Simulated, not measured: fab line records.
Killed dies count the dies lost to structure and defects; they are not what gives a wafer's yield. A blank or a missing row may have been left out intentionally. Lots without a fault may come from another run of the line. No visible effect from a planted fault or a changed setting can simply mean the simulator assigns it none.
Which of the tools did it? | flow sky130 | Sampling: 10 lots, 30 wafers, 3 of 708 route steps

## WHAT THE GAUGES SHOWED, per wafer
SKY_METAL2_RS_MEAS_05: a four-point-probe measurement. Usual: METAL2_ALCU_RS typically reads 0.1268 ohm/sq, with standard deviation 0.0011.
lot  | measured     | on           | METAL2_ALCU_RS (ohm/sq) | flag
L977 | day 33 14:07 | filmMetro-01 | 0.1261 0.1244 0.1255    | 
L978 | day 34 04:13 | filmMetro-04 | 0.1268 0.1263 0.1276    | 
L988 | day 37 10:01 | filmMetro-04 | 0.1274 0.0957 0.1265    | OFF
L989 | day 37 14:49 | filmMetro-01 | 0.1264 0.1278 0.1259    | 
L992 | day 39 00:25 | filmMetro-03 | 0.1268 0.1262 0.1273    | 
L993 | day 39 06:20 | filmMetro-04 | 0.1265 0.1270 0.1272    | 
L994 | day 39 06:59 | filmMetro-03 | 0.1261 0.1271 0.1269    | 
L998 | day 40 04:52 | filmMetro-04 | 0.1265 0.1276 0.1263    | 
L999 | day 40 14:49 | filmMetro-03 | 0.1261 0.1274 0.1262    | 
L100 | day 40 23:59 | filmMetro-03 | 0.1281 0.1295 0.1287    | 

SKY_METAL2_THK_MEAS_06: measures by xrf. Usual: METAL2_ALCU_THK typically reads 247.1 nm, with standard deviation 2.6.
lot  | measured     | on           | METAL2_ALCU_THK (nm) | flag
L977 | day 33 14:14 | filmMetro-01 | 248.9 253.4 250.0    | 
L978 | day 34 04:20 | filmMetro-04 | 247.4 248.5 246.8    | 
L988 | day 37 10:08 | filmMetro-04 | 243.2 322.6 245.6    | OFF
L989 | day 37 14:55 | filmMetro-01 | 246.6 249.4 248.4    | 
L992 | day 39 00:32 | filmMetro-03 | 248.3 246.9 247.6    | 
L993 | day 39 06:26 | filmMetro-04 | 246.2 244.3 246.3    | 
L994 | day 39 07:05 | filmMetro-03 | 246.4 247.2 244.4    | 
L998 | day 40 04:59 | filmMetro-04 | 246.0 243.8 245.8    | 
L999 | day 40 14:55 | filmMetro-03 | 247.7 245.6 248.1    | 
L100 | day 41 00:05 | filmMetro-03 | 246.6 242.1 243.3    | 

## TOOL THAT RAN EACH LOT (tool first, then ch and the chambers of the sampled wafers, then the start)
lot  | SKY_METAL2_SPUTTER_02
L977 | pvdSputter-03, day 33 14:01
L978 | pvdSputter-03, day 34 04:07
L988 | pvdSputter-03, day 37 09:56
L989 | pvdSputter-04, day 37 14:40
L992 | pvdSputter-02, day 39 00:18
L993 | pvdSputter-04, day 39 06:13
L994 | pvdSputter-02, day 39 06:52
L998 | pvdSputter-02, day 40 04:47
L999 | pvdSputter-02, day 40 14:42
L100 | pvdSputter-03, day 40 23:52
- SKY_METAL2_SPUTTER_02: material AlCu, target thk 250 nm, time 13.3 s.

## WHAT THE TOOLS THEMSELVES READ (means of the sampled wafers that have a number; where no wafer has one, the mark that the record gives instead)
SKY_METAL2_SPUTTER_02. Usual: throttleValvePct at 30.2 %, with a standard deviation of 1.1.
lot  | tool          | throttleValvePct (%) | flag
L977 | pvdSputter-03 | 30.3                 | 
L978 | pvdSputter-03 | 30.6                 | 
L988 | pvdSputter-03 | 30.7                 | 
L989 | pvdSputter-04 | 31.2                 | 
L992 | pvdSputter-02 | 29.9                 | 
L993 | pvdSputter-04 | 29.4                 | 
L994 | pvdSputter-02 | 29.3                 | 
L998 | pvdSputter-02 | 30.3                 | 
L999 | pvdSputter-02 | 29.8                 | 
L100 | pvdSputter-03 | 31.1                 | 

## THE ANSWER, worked out from the rows above alone
Rule: a lot is off if the mean of its wafers that have a number lies more than 3 standard deviations from the usual mean. Also off: a lot with no number at a reading for which 4 or more lots have one. Where the step has rows for the other lots, those lots are counted as sound. After the gauges, taken in route order, come the tools' own readings; for these a lot's mean is taken, as printed above. At the first step where some lot is off, the reading lying furthest off is the one used; lots without a number count as furthest.
Off: L988, at SKY_METAL2_RS_MEAS_05 (METAL2_ALCU_RS).
If a tool, at a process step before that reading, ran all the lots that are off and no sound lot after the first of them, it fits. Gauges at SKY_METAL2_RS_MEAS_05: tried the same way as those tools. None of those tried fits.

## WHAT THE SIMULATOR PUT IN
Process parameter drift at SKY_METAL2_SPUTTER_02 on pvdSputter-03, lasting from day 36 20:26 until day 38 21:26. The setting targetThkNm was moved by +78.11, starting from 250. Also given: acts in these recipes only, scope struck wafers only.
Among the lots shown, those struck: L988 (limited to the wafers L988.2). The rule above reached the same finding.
